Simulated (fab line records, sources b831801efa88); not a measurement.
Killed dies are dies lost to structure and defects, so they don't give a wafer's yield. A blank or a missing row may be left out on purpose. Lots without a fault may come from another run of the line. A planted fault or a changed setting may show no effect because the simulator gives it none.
A struck lot beside a sound one | flow sky130 | 17 steps out of a route of 708
Sound: wafers L852.2, L852.4, L852.5. Struck: wafer L842.4. (L842.6 of the same lot was not struck and is left out.) The cause comes at the end.
At each step with rows: each side's tool, then ch and its chambers, then its first start. Under that, the readings that differ: sound wafers | struck wafers | difference of the means | sigmas: that difference in standard deviations of wafers without a fault.
alike: readings whose means differ by less than 2 such deviations, and words and numbers that are the same on both sides. not compared: withheld readings, readings that some wafer has no value for, bounds like >300 that may hide the same value, and numbers for which the record gives no deviation and whose values overlap.
The two part at a step that has a row with sigmas, a row that says differs or no value, or rows on one side only. Numbers that don't overlap but have no deviation are shown without sigmas and don't part them. A reading that every wafer of one side lacks parts them only if that side has two wafers or more.

SKY_LDD_HVN_OVL_MEAS_07:
  sound on overlay-02, day 27 12:43; struck on overlay-01, day 24 04:05
  alike: LDD_HVN_OVL
then, 1 step without rows for these wafers: SKY_LDD_HVN_IMPLANT_08.
SKY_LDD_HVN_STRIP_09: strips in O2/N2.
  sound on plasma_asher-01 ch 0,1, day 27 12:53; struck on plasma_asher-02 ch 1, day 24 04:17
  reading                     | sound       | struck | difference | sigmas
  drypump_motor_current_A (A) | 6.1 6.0 5.2 | 4.8    | -1.0       | -2
  alike: oes_product_au, strip_time_to_endpoint_s
  not compared: rf_hours_counter_h
SKY_LDD_HVN_TW_MEAS_10:
  sound on film_metro-03, day 27 13:00; struck on film_metro-03, day 24 04:23
  alike: LDD_HVN_TW
then, 7 steps without rows for these wafers: SKY_LDD_HVP_DEHYDRATE_00 (time 60 s); SKY_LDD_HVP_HMDS_01 (prime time 60 s); SKY_LDD_HVP_COAT_02 (resist thk 300 nm); SKY_LDD_HVP_SOFTBAKE_03 (time 60 s); SKY_LDD_HVP_EXPOSE_04 (exposes mask HVPTM, target cd 700 nm); SKY_LDD_HVP_PEB_05; SKY_LDD_HVP_DEVELOP_06 (develop time 60 s).
SKY_LDD_HVP_OVL_MEAS_07:
  sound on overlay-02, day 28 17:13; struck on overlay-01, day 25 10:08
  alike: LDD_HVP_OVL
SKY_LDD_HVP_IMPLANT_08:
  sound on implanter-03 ch 0, day 28 17:16; struck on implanter-01 ch 0, day 25 10:13
  reading            | sound            | struck | difference | sigmas
  beam_on_s (s)      | 10.01 9.83 10.43 | 11.68  | +1.59      | +8
  faraday_current_uA | 95.7 97.4 92.2   | 82.5   | -12.6      | -6
SKY_LDD_HVP_STRIP_09: strips in O2/N2.
  sound on plasma_asher-03 ch 0,1, day 28 17:24; struck on plasma_asher-02 ch 0, day 25 10:20
  alike: drypump_motor_current_A, oes_product_au, strip_time_to_endpoint_s
  not compared: rf_hours_counter_h
SKY_LDD_HVP_TW_MEAS_10:
  sound on film_metro-03, day 28 17:31; struck on film_metro-02, day 25 10:26
  reading    | sound       | struck | difference | sigmas
  LDD_HVP_TW | 453 453 455 | 483    | +29        | +9
then, 1 step without rows for these wafers: SKY_LDD_LDN_DEHYDRATE_00 (time 60 s).
-- the record jumps here: 23 days lie between the struck wafers' starts before and after (it left off in module LDD_LDN and takes up again in module PAD_OPEN, whose first step shown is number 708 of the route) --
SKY_PAD_OPEN_PROBE_99:
  sound on prober-01, day 50 09:52; struck on prober-01, day 48 09:05
  reading                        | sound          | struck | difference | sigmas
  model.etest.tip_p_5v.rs_ohm_sq | 2855 2865 2850 | 2536   | -321       |
  alike: killed_at_M0_to_M3, killed_at_M4_up, killed_at_contacts, killed_at_front_end, killed_at_other, killed_dies, killed_open, killed_short

WHERE THEY PART
First at SKY_LDD_HVN_STRIP_09; last, within this record, at SKY_LDD_HVP_TW_MEAS_10. Later steps at which nothing parts them and some readings are alike: SKY_PAD_OPEN_PROBE_99.

WHY: what the simulator had put in
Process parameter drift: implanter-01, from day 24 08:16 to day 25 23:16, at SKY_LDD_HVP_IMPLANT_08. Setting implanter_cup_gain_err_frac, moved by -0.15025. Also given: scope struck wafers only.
